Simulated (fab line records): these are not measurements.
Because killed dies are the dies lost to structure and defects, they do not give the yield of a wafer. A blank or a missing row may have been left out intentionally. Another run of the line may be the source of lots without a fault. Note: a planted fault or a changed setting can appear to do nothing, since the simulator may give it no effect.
Which of the tools did it? | flow sky130 | 11 lots, 33 wafers sampled, at 3 steps of a route of 708

== WHAT EACH GAUGE READ, for each wafer ==
SKY_SONOS_ONO_THK_MEAS_01.
lot  | measured     | on            | SONOS_ONO_OXIDATION_THK (nm)
L319 | day 11 16:29 | film_metro-03 | 2.49 2.49 2.49
L323 | day 13 03:46 | film_metro-01 | 3.02 2.93 2.96
L324 | day 13 09:11 | film_metro-01 | 2.92 2.91 2.98
L325 | day 13 12:04 | film_metro-01 | 2.96 2.95 2.95
L331 | day 15 20:34 | film_metro-01 | 2.64 2.61 2.67
L332 | day 16 06:46 | film_metro-03 | 2.53 2.63 2.50
L333 | day 16 06:49 | film_metro-01 | 2.57 2.53 2.53
L335 | day 17 03:28 | film_metro-03 | 2.52 2.58 2.60
L340 | day 18 12:01 | film_metro-01 | 2.62 2.71 2.70
L341 | day 18 22:09 | film_metro-03 | 2.67 2.65 2.67
L342 | day 19 06:18 | film_metro-01 | 2.68 2.60 2.57

== WHAT TOOL EACH LOT RAN ON (gives the tool, then ch and the chambers of the sampled wafers, and finally the start) ==
lot  | SKY_FIELD_ISO_CMP_27         | SKY_SONOS_ONO_OXIDATION_00
L319 | cmp-01 ch 0,1,3, day 2 11:35 | furnace-02 ch 0, day 11 15:07
L323 | cmp-01 ch 0,2,3, day 3 07:48 | furnace-02 ch 0, day 13 02:25
L324 | cmp-01 ch 0,1, day 3 11:46   | furnace-02 ch 0, day 13 07:50
L325 | cmp-01 ch 1,2, day 3 15:08   | furnace-02 ch 0, day 13 10:42
L331 | cmp-01 ch 1,3, day 5 01:12   | furnace-01 ch 0, day 15 19:13
L332 | cmp-01 ch 0,2,3, day 5 07:11 | furnace-01 ch 0, day 16 05:25
L333 | cmp-02 ch 1,3, day 5 09:23   | furnace-01 ch 0, day 16 05:25
L335 | cmp-02 ch 1,2,3, day 5 22:03 | furnace-01 ch 0, day 17 02:05
L340 | cmp-02 ch 1,2, day 6 23:14   | furnace-02 ch 0, day 18 10:41
L341 | cmp-01 ch 0,1,2, day 7 06:09 | furnace-02 ch 0, day 18 20:48
L342 | cmp-02 ch 0,2,3, day 7 13:17 | furnace-02 ch 0, day 19 04:58
- SKY_FIELD_ISO_CMP_27: polishes, stops on Si3N4, t overpolish 16 s, target thk 457.8 nm.
- SKY_SONOS_ONO_OXIDATION_00: stabilise 600 s, purge 300 s, target thk 2.6 nm.

== AS READ BY THE TOOLS THEMSELVES (means over the sampled wafers that have a number; for cases with no such wafer, the mark the record gives instead) ==
SKY_FIELD_ISO_CMP_27.
lot  | tool   | motor_current_A (A) | overpolish_run_s (s) | slurry_filter_dp_kPa (kPa) | time_to_endpoint_s (s)
L319 | cmp-01 | 12.1                | 16.001               | 13.48                      | 117
L323 | cmp-01 | 12.9                | 15.988               | 13.50                      | 110
L324 | cmp-01 | 11.9                | 16.002               | 13.42                      | 114
L325 | cmp-01 | 13.4                | 15.998               | 13.53                      | 112
L331 | cmp-01 | 11.6                | 15.991               | 13.47                      | 111
L332 | cmp-01 | 12.9                | 16.010               | 13.56                      | 108
L333 | cmp-02 | 11.4                | 16.006               | 13.60                      | 114
L335 | cmp-02 | 11.4                | 16.005               | 13.63                      | 111
L340 | cmp-02 | 10.9                | 16.007               | 13.47                      | 115
L341 | cmp-01 | 13.3                | 16.007               | 13.36                      | 112
L342 | cmp-02 | 11.6                | 16.001               | 13.50                      | 114

SKY_SONOS_ONO_OXIDATION_00.
lot  | tool       | ox_temp_c (C) | ox_temp_c_max
L319 | furnace-02 | 799.8         | 803.3
L323 | furnace-02 | 800.0         | 803.7
L324 | furnace-02 | 800.5         | 804.3
L325 | furnace-02 | 800.0         | 804.2
L331 | furnace-01 | 799.9         | 802.4
L332 | furnace-01 | 800.0         | 802.5
L333 | furnace-01 | 799.9         | 802.1
L335 | furnace-01 | 799.9         | 802.2
L340 | furnace-02 | 800.1         | 804.2
L341 | furnace-02 | 800.4         | 803.6
L342 | furnace-02 | 799.8         | 804.0

== THE ANSWER, worked out from the rows above alone ==
Rule: what is usual is taken from the lots themselves. The widest of any qualifying gaps counts: lots, ordered by their means at a reading, are off when they make up no more than a third of the lots, leave a main group of 4 or more, and stand apart from it by 3 or more times the standard deviation of that group's means. Not used: any main group whose means are identical at the precision the tables above print for the reading. A lot without any number at a reading at which 4 lots or more have one is off too. Any other lot the step has rows for is counted as sound. The gauges are gone through in route order, then the tools' own readings, and for those a lot's mean is taken as printed above. At the first step where some lot is off, the reading lying furthest off is the one used; lots without a number count as furthest.
Off: L323, L324, L325, at SKY_SONOS_ONO_THK_MEAS_01 (SONOS_ONO_OXIDATION_THK). The main group: mean 2.59 nm, standard deviation 0.061.
If a tool, at a process step before that reading, ran all the lots that are off and no sound lot after the first of them, it fits. Gauges at SKY_SONOS_ONO_THK_MEAS_01: tried the same way as those tools. None of those tried fits.

== WHAT THE SIMULATOR PUT IN ==
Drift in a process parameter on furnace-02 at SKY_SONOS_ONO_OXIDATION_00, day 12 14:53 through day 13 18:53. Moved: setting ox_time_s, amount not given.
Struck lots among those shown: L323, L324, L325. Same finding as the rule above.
